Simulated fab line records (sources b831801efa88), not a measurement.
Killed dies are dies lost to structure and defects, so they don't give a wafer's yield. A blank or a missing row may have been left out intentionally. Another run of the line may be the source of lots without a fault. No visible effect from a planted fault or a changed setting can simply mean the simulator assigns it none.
Which tool was responsible?	flow sky130	36 wafers from 12 lots sampled at 4 of the route's 708 steps

## WHAT THE GAUGES READ, wafer by wafer
SKY_NWELL_OVL_MEAS_10. Usual: NWELL_00_OVL 0.4 nm, standard deviation 1.5.
lot	measured	on	NWELL_00_OVL (nm)	flag
L264	day 4 09:43	overlay-01	-0.3 -1.5 0.2	
L265	day 4 22:20	overlay-02	-0.7 -0.4 -0.6	
L266	day 5 00:08	overlay-02	-0.2 -0.3 -2.0	
L267	day 5 07:17	overlay-02	0.0 1.4 2.4	
L271	day 6 11:08	overlay-02	-1.6 1.2 0.9	
L273	day 6 20:59	overlay-02	-0.3 -0.1 0.9	
L276	day 7 13:23	overlay-02	0.4 1.4 0.5	
L277	day 7 18:19	overlay-01	-2.4 -2.4 -2.0	
L278	day 7 21:43	overlay-02	1.9 1.8 1.8	
L279	day 8 06:01	overlay-02	0.3 1.7 1.3	
L283	day 9 06:20	overlay-01	3.0 0.9 3.3	
L285	day 9 15:26	overlay-01	-0.8 -1.1 -2.4	

SKY_VT_ADJUST_HVTP_CD_MEAS_07 targets a cd of 380 nm. Usual: cd nm at 380.4 nm, with a standard deviation of 2.6.
lot	measured	on	cd nm (nm)	flag
L264	day 5 21:47	cd sem-01	377.8 377.9 377.0	
L265	day 6 12:35	cd sem-02	378.3 380.8 376.8	
L266	day 6 14:37	cd sem-02	378.1 377.8 376.5	
L267	day 6 21:59	cd sem-01	383.3 385.0 382.3	
L271	day 8 01:44	cd sem-02	382.5 382.6 385.6	
L273	day 8 13:35	cd sem-02	379.9 379.4 380.8	
L276	day 9 07:30	cd sem-02	380.4 380.4 380.2	
L277	day 9 11:55	cd sem-01	379.0 377.1 380.6	
L278	day 9 15:37	cd sem-02	384.4 385.6 384.0	
L279	day 10 00:10	cd sem-02	377.2 376.7 379.1	
L283	day 11 03:17	cd sem-01	382.9 385.7 382.1	
L285	day 11 13:11	cd sem-02	384.0 382.0 384.2	

SKY_VT_ADJUST_HVTP_OVL_MEAS_08. Usual: VT_ADJUST_HVTP_OVL -0.1 nm, standard deviation 1.4.
lot	measured	on	VT_ADJUST_HVTP_OVL (nm)	flag
L264	day 5 21:53	overlay-01	-1.2 -1.7 0.1	
L265	day 6 12:40	overlay-02	-1.7 -0.4 0.6	
L266	day 6 14:43	overlay-01	0.7 0.4 2.3	
L267	day 6 22:07	overlay-01	-2.1 1.9 0.3	
L271	day 8 01:52	overlay-01	1.1 -2.4 -0.7	
L273	day 8 13:40	overlay-02	2.0 1.5 1.4	
L276	day 9 07:35	overlay-01	0.1 0.5 0.6	
L277	day 9 12:02	overlay-01	2.1 2.4 2.4	
L278	day 9 15:44	overlay-02	-3.1 -0.4 -2.3	
L279	day 10 00:17	overlay-01	-1.1 0.4 -0.1	
L283	day 11 03:23	overlay-02	-1.4 -0.2 -0.2	
L285	day 11 13:19	overlay-01	-0.2 -0.1 0.9	

## TOOL THAT RAN EACH LOT (tool first, then ch and the chambers of the sampled wafers, then the start)
lot	SKY_FIELD_ISO_CMP_27
L264	cmp-02 ch 0,1,2, day 2 07:16
L265	cmp-02 ch 0,1,2, day 2 17:01
L266	cmp-02 ch 0,2,3, day 2 18:59
L267	cmp-01 ch 0,1,2, day 3 01:44
L271	cmp-02 ch 0,1,2, day 4 02:02
L273	cmp-01 ch 0,1, day 4 08:58
L276	cmp-02 ch 0,2,3, day 5 00:11
L277	cmp-02 ch 0,3, day 5 06:23
L278	cmp-02 ch 0,1,2, day 5 09:50
L279	cmp-02 ch 1,3, day 5 14:22
L283	cmp-02 ch 0,1,2, day 6 15:05
L285	cmp-02 ch 0,2, day 7 00:28
- SKY_FIELD_ISO_CMP_27: polishes, stops on Si3N4, t overpolish 16 s, target thk 457.8 nm.

## AS READ BY THE TOOLS THEMSELVES (means over the sampled wafers that have a number; for cases with no such wafer, the mark the record gives instead)
SKY_FIELD_ISO_CMP_27. Usual: motor current A 11.6 A, standard deviation 1.2; overpolish run s 15.999 s, standard deviation 0.0092; time to endpoint s 112 s, standard deviation 3.5.
lot	tool	motor current A (A)	overpolish run s (s)	time to endpoint s (s)	flag
L264	cmp-02	11.0	16.000	116	
L265	cmp-02	11.0	16.006	117	
L266	cmp-02	11.2	16.002	116	
L267	cmp-01	11.8	16.004	110	
L271	cmp-02	11.1	16.003	109	
L273	cmp-01	12.0	16.682	111	OFF
L276	cmp-02	11.0	16.006	111	
L277	cmp-02	11.4	15.998	115	
L278	cmp-02	10.9	15.991	112	
L279	cmp-02	11.2	16.003	109	
L283	cmp-02	11.0	15.998	111	
L285	cmp-02	10.6	15.991	111	

## THE ANSWER, worked out from the rows above alone
Rule: a lot is off if the mean of its wafers that have a number lies more than 3 standard deviations from the usual mean. A lot without any number at a reading at which 4 lots or more have one is off too. All remaining lots with rows at the step are treated as sound. Order of review: gauges by route order, followed by the tools' own readings, for which a lot's mean as printed above is used. The first step at which some lot is off is used, and at that step the reading that is off furthest; a lot without a number counts as furthest.
Off at SKY_FIELD_ISO_CMP_27 (overpolish run s): L273.
If a tool, at that step or one of the process steps before it, ran each lot that is off and ran no sound lot following the first of them, it fits. One fits: cmp-01 at SKY_FIELD_ISO_CMP_27. Its last sound lot is L267 (day 3 01:44), its first lot that is off L273 (day 4 08:58): a fault that began between those two fits.
The tool's own readings at SKY_FIELD_ISO_CMP_27 bear it out: on the lots that are off they differ by more than 5 times the standard deviation of the sound lots' means. overpolish run s reads 16.682 s there against 16.000 s on the sound lots.

## WHAT THE SIMULATOR HAD INSERTED
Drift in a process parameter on cmp-01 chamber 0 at SKY_FIELD_ISO_CMP_27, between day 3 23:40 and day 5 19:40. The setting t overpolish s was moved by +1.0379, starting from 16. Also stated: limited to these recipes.
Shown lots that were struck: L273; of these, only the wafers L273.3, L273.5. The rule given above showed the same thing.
